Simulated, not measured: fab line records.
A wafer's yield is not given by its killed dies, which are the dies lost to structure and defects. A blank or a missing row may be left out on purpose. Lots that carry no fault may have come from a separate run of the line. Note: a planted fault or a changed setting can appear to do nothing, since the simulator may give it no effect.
fab line records	flow sky130
record lots=6	wafers=18	last_day=50
route steps=708 shown METAL2@495 VIA2@507 PAD_OPEN@708
lots with no fault: from the same line, run without faults
start_h: hours from the record's first day to the start of the lot's first wafer shown	wait_h: how many hours have passed since the lot's step before this one	" identical to the entry in the row above	L1.1+2: several wafers, shown together as one row	- either no value or no given start	* or withheld: withheld	< > ~ a bound
route shown NAME@n: names a module that has steps shown in the file, with the first one's number in the route	usual: the fault-free wafers' mean and standard deviation	same: alike in all rows	chamber/n: place in a boat	sites: readings site by site	_std_site: the standard deviation of these	_edge_site: mean of outer sites minus mean of inner sites	radius_mm: how far each site lies from the wafer's centre	mask NAME#n: copy n	behind: the most recent tool/chamber to have shaped the wafer	hold: cause of the lot's hold/its duration in hours/its outcome	device: the n, p or np transistor that did not switch	end of line: the route-end tests of the same wafers	step lacking rows: just its recipe	killed: count of dies lost to structure and defects at first sort (not the wafer's yield)	map: the dies of a wafer, with x for killed, . for not killed, _ for no die there
set.NAME: the setting that was run; set.NAME@STEP: the one run at that earlier step	model.NAME: the simulator's own value behind a step, which no gauge read
lots seen at some steps along the route; tables by step, rows by wafer
services: the hour from which a tool's chamber was out of use, counted from the record's first day as start_h (under 0 if before that day), plus the number of hours and why
## steps
# step SKY_METAL2_EXPOSE_12
# recipe mask_id=MM2	na=0.8	source_shape=annular	sigma_inner=0.55	sigma_outer=0.85	target_cd_nm=140	dose_mj=28
# step SKY_METAL2_PEB_13
# recipe peb_temp_c=withheld	peb_time_s=withheld	resist=KrF-thick
# step SKY_METAL2_DEVELOP_14
# recipe develop_time_s=60	resist=KrF-thick	dev_temp_c=21
# step SKY_METAL2_CD_MEAS_15
# recipe target_cd_nm=140
# usual cd_nm=139.7/1.2
lot.wafer	tool	chamber	start_h	wait_h	cd_nm
L214.1	cd_sem-01	-	877.17	-	139.1
L214.2	"	-	"	"	141.9
L214.4	"	-	"	"	140.6
L221.2	cd_sem-02	-	923.81	-	140.8
L221.4	"	-	"	"	140.1
L221.5	"	-	"	"	139.3
L223.3	cd_sem-02	-	931.76	-	138.9
L223.4	"	-	"	"	139.8
L223.6	"	-	"	"	139.1
L224.1	cd_sem-01	-	943.33	-	138.3
L224.5	"	-	"	"	138.0
L224.6	"	-	"	"	138.1
L229.1	cd_sem-01	-	973.72	-	136.6
L229.5	"	-	"	"	137.3
L229.6	"	-	"	"	138.9
L230.1	cd_sem-01	-	978.14	-	139.5
L230.2	"	-	"	"	140.0
L230.6	"	-	"	"	139.6
# step SKY_METAL2_OVL_MEAS_16
# usual METAL2_OVL=2/4.8
lot.wafer	tool	chamber	start_h	wait_h	METAL2_OVL[nm]
L214.1	overlay-01	-	877.29	0.1	10
L214.2	"	-	"	"	2
L214.4	"	-	"	"	3
L221.2	overlay-01	-	923.91	0.1	-2
L221.4	"	-	"	"	0
L221.5	"	-	"	"	-1
L223.3	overlay-01	-	931.85	0.1	1
L223.4	"	-	"	"	7
L223.6	"	-	"	"	8
L224.1	overlay-01	-	943.45	0.1	8
L224.5	"	-	"	"	8
L224.6	"	-	"	"	2
L229.1	overlay-02	-	973.84	0.1	8
L229.5	"	-	"	"	5
L229.6	"	-	"	"	-4
L230.1	overlay-02	-	978.26	0.1	-1
L230.2	"	-	"	"	-3
L230.6	"	-	"	"	0
# step SKY_METAL2_DESCUM_17
# recipe chemistry=O2	source_power_w=150	bias_power_w=0	pressure_mtorr=10	temp_c=40	time_s=8
# usual drypump_motor_current_A=5.39/0.2	oes_product_au=0.998/0.013	temp_c=40.01/0.11
lot.wafer	tool	chamber	start_h	wait_h	drypump_motor_current_A	oes_product_au	rf_hours_counter_h	temp_c
L214.1	rie_metal-01	1	877.32	0.0	5.23	1.007	4	40.11
L214.2	"	0	"	"	5.18	1.001	5	39.96
L214.4	"	1	"	"	5.25	1.004	-	40.05
L221.2	rie_metal-03	1	923.94	0.0	5.78	0.995	18	40.18
L221.4	"	1	"	"	5.80	0.991	-	40.18
L221.5	"	0	"	"	5.59	1.018	-	40.06
L223.3	rie_metal-03	0	931.89	0.0	5.65	1.010	-	40.17
L223.4	"	1	"	"	5.83	0.983	-	40.04
L223.6	"	1	"	"	5.81	0.982	-	39.90
L224.1	rie_metal-03	0	943.49	0.0	5.65	1.008	2	39.99
L224.5	"	0	"	"	5.63	1.010	-	39.87
L224.6	"	0	"	"	5.63	1.009	-	39.86
L229.1	rie_metal-01	0	973.87	0.0	5.18	1.012	11	40.04
L229.5	"	0	"	"	5.18	1.008	-	39.98
L229.6	"	1	"	"	5.25	1.011	-	40.05
L230.1	rie_metal-01	0	978.29	0.0	5.19	0.988	11	40.04
L230.2	"	1	"	"	5.24	1.006	6	39.93
L230.6	"	0	"	"	5.19	1.009	-	40.13
# step SKY_METAL2_ETCH_18
# recipe chemistry=N2/H2	target=BARC	ion_energy_ev=200	bias_w=100	pressure_mtorr=30	n2_flow_sccm=100	h2_flow_sccm=200	icp_w=500	stop_on=SiO2	time_s=45.9	target_depth_a=600
# usual drypump_motor_current_A=5.40/0.2	oes_product_au=0.854/0.0042	throttle_valve_pct=13.225/0.0086
lot.wafer	tool	chamber	start_h	wait_h	drypump_motor_current_A	oes_product_au	rf_hours_counter_h	throttle_valve_pct
L214.1	rie_metal-01	1	877.36	0.0	5.25	0.849	4	13.216
L214.2	"	0	"	"	5.18	0.866	5	13.219
L214.4	"	1	"	"	5.24	0.857	-	13.229
L221.2	rie_metal-03	1	923.97	0.0	5.79	0.851	18	13.228
L221.4	"	1	"	"	5.82	0.850	-	13.223
L221.5	"	0	"	"	5.64	0.858	-	13.225
L223.3	rie_metal-03	0	931.93	0.0	5.66	0.850	-	13.228
L223.4	"	1	"	"	5.82	0.859	-	13.220
L223.6	"	1	"	"	5.82	0.861	-	13.215
L224.1	rie_metal-03	0	943.55	0.1	5.64	0.854	2	13.236
L224.5	"	0	"	"	5.67	0.861	-	13.212
L224.6	"	0	"	"	5.69	0.855	-	13.232
L229.1	rie_metal-01	0	973.91	0.0	5.18	0.851	11	13.237
L229.5	"	0	"	"	5.18	0.851	-	13.230
L229.6	"	1	"	"	5.24	0.853	-	13.243
L230.1	rie_metal-01	0	978.33	0.0	5.20	0.851	11	13.227
L230.2	"	1	"	"	5.25	0.861	6	13.213
L230.6	"	0	"	"	5.21	0.856	-	13.216
# step SKY_METAL2_METAL_ETCH_19
# recipe target_depth_a=3600	stop_on=SiO2	over_etch_frac=0.3	time_s=78	chemistry=Cl2/BCl3	resist_sidewall_deg=88	pressure_mtorr=10	icp_w=900	bias_w=48.5	Cl2_flow_sccm=60	bcl3_flow_sccm=30
# usual drypump_motor_current_A=5.39/0.21	oes_product_au=0.855/0.0061	throttle_valve_pct=22.265/0.0094
lot.wafer	tool	chamber	start_h	wait_h	drypump_motor_current_A	oes_product_au	rf_hours_counter_h	throttle_valve_pct
L214.1	rie_metal-01	1	877.42	0.0	5.22	0.843	4	22.276
L214.2	"	0	"	"	5.17	0.850	5	22.277
L214.4	"	1	"	"	5.23	0.854	-	22.267
L221.2	rie_metal-03	1	924.04	0.0	5.83	0.855	18	22.266
L221.4	"	1	"	"	5.82	0.864	-	22.285
L221.5	"	0	"	"	5.65	0.852	-	22.266
L223.3	rie_metal-03	0	932.00	0.1	5.72	0.853	-	22.258
L223.4	"	1	"	"	5.84	0.852	-	22.259
L223.6	"	1	"	"	5.85	0.861	-	22.257
L224.1	rie_metal-03	0	943.68	0.1	5.67	0.858	2	22.262
L224.5	"	0	"	"	5.66	0.841	-	22.266
L224.6	"	0	"	"	5.68	0.854	-	22.265
L229.1	rie_metal-01	0	973.97	0.0	5.16	0.853	11	22.255
L229.5	"	0	"	"	5.18	0.853	-	22.272
L229.6	"	1	"	"	5.24	0.860	-	22.265
L230.1	rie_metal-01	0	978.39	0.0	5.17	0.853	11	22.283
L230.2	"	1	"	"	5.24	0.861	7	22.260
L230.6	"	0	"	"	5.18	0.857	-	22.268
# step SKY_METAL2_STRIP_20
# recipe chemistry=O2/N2	power_w=1400	pressure_mtorr=1500	platen_temp_c=withheld	o2_flow_sccm=3000	n2_flow_sccm=300	overash_fraction=0.5
# usual drypump_motor_current_A=5.9/0.43	oes_product_au=0.343/0.0054	strip_time_to_endpoint_s=2.71/0.063
lot.wafer	tool	chamber	start_h	wait_h	drypump_motor_current_A	oes_product_au	rf_hours_counter_h	strip_time_to_endpoint_s
L214.1	plasma_asher-02	0	877.51	0.1	6.2	0.341	14	2.67
L214.2	"	1	"	"	6.5	0.337	14	2.66
L214.4	"	1	"	"	6.5	0.343	-	2.70
L221.2	plasma_asher-01	0	924.13	0.1	5.7	0.349	76	2.78
L221.4	"	1	"	"	6.1	0.348	-	2.77
L221.5	"	1	"	"	6.1	0.335	-	2.65
L223.3	plasma_asher-04	1	932.09	0.1	5.7	0.350	-	2.61
L223.4	"	0	"	"	5.2	0.350	-	2.75
L223.6	"	0	"	"	5.2	0.338	-	2.77
L224.1	plasma_asher-04	1	943.86	0.1	5.7	0.338	114	2.64
L224.5	"	1	"	"	5.7	0.340	-	2.64
L224.6	"	0	"	"	5.2	0.341	-	2.61
L229.1	plasma_asher-02	1	974.06	0.1	6.5	0.338	24	2.64
L229.5	"	1	"	"	6.5	0.341	-	2.64
L229.6	"	0	"	"	6.2	0.341	-	2.62
L230.1	plasma_asher-02	1	978.48	0.1	6.5	0.343	24	2.67
L230.2	"	0	"	"	6.2	0.346	24	2.67
L230.6	"	1	"	"	6.5	0.347	-	2.69
# step SKY_METAL2_STRIP_21
# recipe chemistry=post_etch_residue_remover	time_s=1200	temp_c=72.5
# step SKY_METAL2_CLEAN_22
# recipe chemistry=IPA	time_s=180	temp_c=25
# step SKY_METAL2_CLEAN_23
# recipe chemistry=O3/DIW	dry=n2_spin
# step SKY_VIA2_HDPCVD_00
# recipe material=SiO2	target_thk_nm=1180	sigma_open_frac=0.3	time_s=196.7	temp_c=400	sih4_flow_sccm=60	pressure_mtorr=6
# usual run_length_s=224.5/0.5
lot.wafer	tool	chamber	start_h	wait_h	run_length_s	model.SiO2_of_VIA2_HDPCVD_00.thk_nm
L214.1	hdpcvd-01	1	878.11	0.0	224.8	1202
L214.2	"	2	"	"	223.8	1184
L214.4	"	2	"	"	223.7	1209
L221.2	hdpcvd-01	0	924.73	0.0	225.3	1177
L221.4	"	1	"	"	224.6	1200
L221.5	"	2	"	"	223.7	1191
L223.3	hdpcvd-01	1	932.65	0.0	244.4	1291
L223.4	"	2	"	"	243.7	1293
L223.6	"	1	"	"	244.1	1303
L224.1	hdpcvd-01	2	944.45	0.0	243.8	1331
L224.5	"	1	"	"	244.3	1318
L224.6	"	0	"	"	244.1	1326
L229.1	hdpcvd-02	1	974.66	0.0	224.7	1166
L229.5	"	0	"	"	224.5	1181
L229.6	"	2	"	"	223.7	1166
L230.1	hdpcvd-02	0	979.07	0.0	225.3	1173
L230.2	"	1	"	"	224.9	1179
L230.6	"	0	"	"	224.5	1183
# step SKY_VIA2_THK_MEAS_01
# recipe reads=SiO2_of_VIA2_HDPCVD_00
# usual VIA2_HDPCVD_THK=1185/13
lot.wafer	tool	chamber	start_h	wait_h	VIA2_HDPCVD_THK[nm]
L214.1	film_metro-03	-	878.23	0.1	1201
L214.2	"	-	"	"	1183
L214.4	"	-	"	"	1209
L221.2	film_metro-03	-	924.86	0.1	1178
L221.4	"	-	"	"	1200
L221.5	"	-	"	"	1191
L223.3	film_metro-03	-	932.80	0.1	1290
L223.4	"	-	"	"	1294
L223.6	"	-	"	"	1303
L224.1	film_metro-01	-	944.57	0.1	1330
L224.5	"	-	"	"	1318
L224.6	"	-	"	"	1326
L229.1	film_metro-02	-	974.79	0.1	1166
L229.5	"	-	"	"	1182
L229.6	"	-	"	"	1166
L230.1	film_metro-01	-	979.20	0.1	1173
L230.2	"	-	"	"	1179
L230.6	"	-	"	"	1182
# step SKY_VIA2_CMP_02
# recipe material=SiO2	down_force_psi=4	platen_rpm=60	pad_velocity_m_s=0.94248
# usual edge_zone_pressure_frac=1.000/0.005	motor_current_A=12.7/1.1
lot.wafer	tool	chamber	start_h	wait_h	edge_zone_pressure_frac	motor_current_A
L214.2	cmp-02	3	878.29	0.0	1.004	12.5
L214.1	"	1	"	"	1.003	11.9
L214.4	"	2	"	"	0.998	11.5
L221.4	cmp-02	2	924.91	0.0	1.000	12.7
L221.2	"	0	"	"	1.010	13.9
L221.5	"	3	"	"	0.998	13.6
L223.4	cmp-02	1	932.94	0.1	1.006	12.2
L223.3	"	2	"	"	1.006	11.9
L223.6	"	0	"	"	1.002	13.8
L224.1	cmp-01	2	944.78	0.2	0.999	12.4
L224.5	"	3	"	"	0.999	11.3
L224.6	"	0	"	"	0.999	14.5
L229.1	cmp-02	1	975.00	0.2	1.002	12.4
L229.5	"	2	"	"	0.999	11.8
L229.6	"	3	"	"	1.004	12.6
L230.2	cmp-02	0	979.26	0.0	1.001	13.5
L230.1	"	1	"	"	0.999	11.6
L230.6	"	0	"	"	1.006	13.6
# step SKY_PAD_OPEN_PROBE_99
# usual defect_limited_yield=82.2/1.9	killed_at_M0_to_M3=43/6.3	killed_at_M4_up=3.3/1.7	killed_at_contacts=24/5.4	killed_at_front_end=16/4.6	killed_at_other=0.4/0.7	killed_dies=87/9.4	killed_open=47/6.9	killed_short=39/6.1	sort_bin_3_pad_short=0.9/0.45	sort_bin_5_function=10.6/1.5	sort_bin_6_memory=6.3/1.2	sort_n_pass=405/9.4	sort_yield_pct=82.2/1.9
# same gross_dies=492	killed_at_back_side=0	sort_bin_4_leakage[%]=0	sort_bin_8_speed[%]=0
lot.wafer	tool	chamber	start_h	wait_h	defect_limited_yield[%]	killed_at_M0_to_M3	killed_at_M4_up	killed_at_contacts	killed_at_front_end	killed_at_other	killed_dies	killed_open	killed_short	sort_bin_3_pad_short[%]	sort_bin_5_function[%]	sort_bin_6_memory[%]	sort_n_pass	sort_yield_pct[%]
L214.1	prober-01	-	1119.46	0.1	81.3	40	4	29	16	3	92	49	41	1.0	10.2	7.5	400	81.3
L214.2	prober-01	-	1119.51	0.1	82.7	38	1	20	24	2	85	42	42	0.4	9.8	7.1	407	82.7
L221.2	prober-02	-	1156.90	0.1	81.7	43	4	26	16	1	90	40	46	1.2	11.8	5.3	402	81.7
L221.4	prober-02	-	1157.00	0.2	80.1	40	4	36	18	0	98	56	41	1.6	10.6	7.7	394	80.1
L221.5	prober-02	-	1157.05	0.2	80.9	45	4	32	13	0	94	56	36	0.2	10.2	8.7	398	80.9
L229.1	prober-02	-	1191.69	0.1	83.1	47	2	21	11	2	83	44	39	1.0	9.6	6.3	409	83.1
L229.5	prober-02	-	1191.89	0.2	80.9	42	2	34	16	0	94	52	42	0.8	10.0	8.3	398	80.9
L229.6	prober-02	-	1191.94	0.2	85.4	37	4	19	12	0	72	35	37	1.0	8.9	4.7	420	85.4
L230.1	prober-01	-	1192.68	0.1	79.7	45	5	25	25	0	100	60	40	0.6	12.2	7.5	392	79.7
L230.2	prober-01	-	1192.73	0.1	83.1	43	2	24	14	0	83	37	46	0.6	8.1	8.1	409	83.1
L230.6	prober-01	-	1192.93	0.2	84.3	43	2	18	14	0	77	41	36	0.6	10.8	4.3	415	84.3
# killed by level:class
L214.1 CONTACT:geometric_particle:open=11 VIA1:geometric_particle:open=8 FIELD_ISO:geometric_particle:open=7 LI_CONTACT:geometric_particle:open=7 LOCAL_INTERCONNECT:geometric_particle:short=7 METAL2:geometric_particle:short=7 VIA3:geometric_particle:open=7 METAL1:geometric_particle:short=5
L214.2 VIA1:geometric_particle:open=9 FIELD_ISO:geometric_particle:short=6 VIA3:geometric_particle:open=6 VIA2:geometric_particle:open=6 VIA2:geometric_particle:short=5 LI_CONTACT:geometric_particle:open=5 CONTACT:geometric_particle:open=5 SPACER:geometric_particle:short=4
L221.2 CONTACT:geometric_particle:open=9 VIA1:geometric_particle:open=9 METAL1:geometric_particle:short=7 LI_CONTACT:geometric_particle:open=6 CONTACT:geometric_particle:short=5 VIA3:geometric_particle:open=5 VIA1:geometric_particle:short=5 METAL2:geometric_particle:short=5
L221.4 LI_CONTACT:geometric_particle:open=15 CONTACT:geometric_particle:open=10 VIA1:geometric_particle:open=10 CONTACT:geometric_particle:short=7 METAL1:geometric_particle:short=5 VIA1:geometric_particle:short=5 METAL3:geometric_particle:short=5 VIA3:geometric_particle:open=5
L221.5 CONTACT:geometric_particle:open=13 VIA3:geometric_particle:open=11 VIA1:geometric_particle:open=10 METAL2:geometric_particle:short=7 LI_CONTACT:geometric_particle:open=7 VIA2:geometric_particle:open=6 LOCAL_INTERCONNECT:geometric_particle:short=5 METAL3:geometric_particle:short=5
L229.1 VIA1:geometric_particle:open=11 VIA2:geometric_particle:open=8 LI_CONTACT:geometric_particle:open=7 LOCAL_INTERCONNECT:geometric_particle:short=5 CONTACT:geometric_particle:open=5 METAL2:geometric_particle:short=4 METAL1:geometric_particle:short=4 METAL3:geometric_particle:short=4
L229.5 CONTACT:geometric_particle:open=14 VIA1:geometric_particle:open=8 VIA3:geometric_particle:open=7 LOCAL_INTERCONNECT:geometric_particle:short=7 VIA2:geometric_particle:open=6 METAL1:geometric_particle:short=5 LI_CONTACT:geometric_particle:short=5 LI_CONTACT:geometric_particle:open=5
L229.6 CONTACT:geometric_particle:open=7 METAL3:geometric_particle:short=5 CONTACT:geometric_particle:short=4 POLY_GATE:geometric_particle:open=4 METAL4:geometric_particle:short=4 LI_CONTACT:geometric_particle:open=4 VIA1:geometric_particle:short=4 VIA3:geometric_particle:open=4
L230.1 POLY_GATE:geometric_particle:open=10 CONTACT:geometric_particle:open=10 VIA1:geometric_particle:open=10 LI_CONTACT:geometric_particle:open=8 POLY_GATE:geometric_particle:short=8 VIA2:geometric_particle:open=8 VIA1:geometric_particle:short=7 VIA3:geometric_particle:open=7
L230.2 CONTACT:geometric_particle:open=9 METAL1:geometric_particle:short=8 VIA1:geometric_particle:open=8 LOCAL_INTERCONNECT:geometric_particle:short=7 METAL2:geometric_particle:short=7 VIA3:geometric_particle:short=6 VIA2:geometric_particle:open=5 FIELD_ISO:geometric_particle:open=3
L230.6 CONTACT:geometric_particle:open=8 VIA1:geometric_particle:open=8 POLY_GATE:geometric_particle:open=6 METAL2:geometric_particle:short=6 VIA2:geometric_particle:open=5 VIA1:geometric_particle:short=4 VIA2:geometric_particle:short=4 METAL3:geometric_particle:short=4
## services
tool	chamber	start_h	hours	kind
cmp-01	-	879.76	11.5	repair
plasma_asher-01	-	901.95	2.3	repair
cmp-01	-	904.95	2.4	repair
hdpcvd-02	2	907.68	25.2	repair
rie_metal-03	0	910.29	-	clean
rie_metal-03	0	910.29	10.7	scheduled_down
rie_metal-03	0	910.29	10.7	vent_cycle
cmp-01	-	912.00	4.0	pm
cmp-01	-	932.72	3.7	repair
rie_metal-03	1	934.88	-	clean
rie_metal-03	1	934.88	16.6	scheduled_down
rie_metal-03	1	934.88	16.6	vent_cycle
rie_metal-01	-	938.33	0.2	repair
rie_metal-01	1	940.50	29.5	repair
cmp-02	-	941.84	3.0	repair
hdpcvd-01	-	950.25	15.0	pm
hdpcvd-01	0	950.25	15.0	vent_cycle
hdpcvd-01	1	950.25	15.0	vent_cycle
hdpcvd-01	2	950.25	15.0	vent_cycle
cmp-02	-	950.30	9.6	repair
hdpcvd-01	0	965.25	-	clean
hdpcvd-01	1	965.25	-	clean
hdpcvd-01	2	965.25	-	clean
cmp-01	-	979.45	0.2	repair
## key
first_sign step=SKY_VIA2_HDPCVD_00	reading=run_length_s	direction=up	sigmas=39	usual=*	struck=*
effect step=SKY_VIA2_THK_MEAS_01	reading=VIA2_HDPCVD_THK	direction=up	sigmas=9.9	usual=1185	struck=1310
model_effect step=SKY_VIA2_HDPCVD_00	value=SiO2_of_VIA2_HDPCVD_00.thk_nm	without=1193	struck=1310
met_at SKY_VIA2_HDPCVD_00
struck_wafers L223.3,L223.4,L223.6,L224.1,L224.5,L224.6
onset_between 924.73 932.65
fault kind=process_parameter_drift	tool=hdpcvd-01	chamber=-	onset_h=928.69	steps=SKY_VIA2_HDPCVD_00	channel=time_s	offset=*	shape=step	end_h=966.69	acts_in=*	stated=*
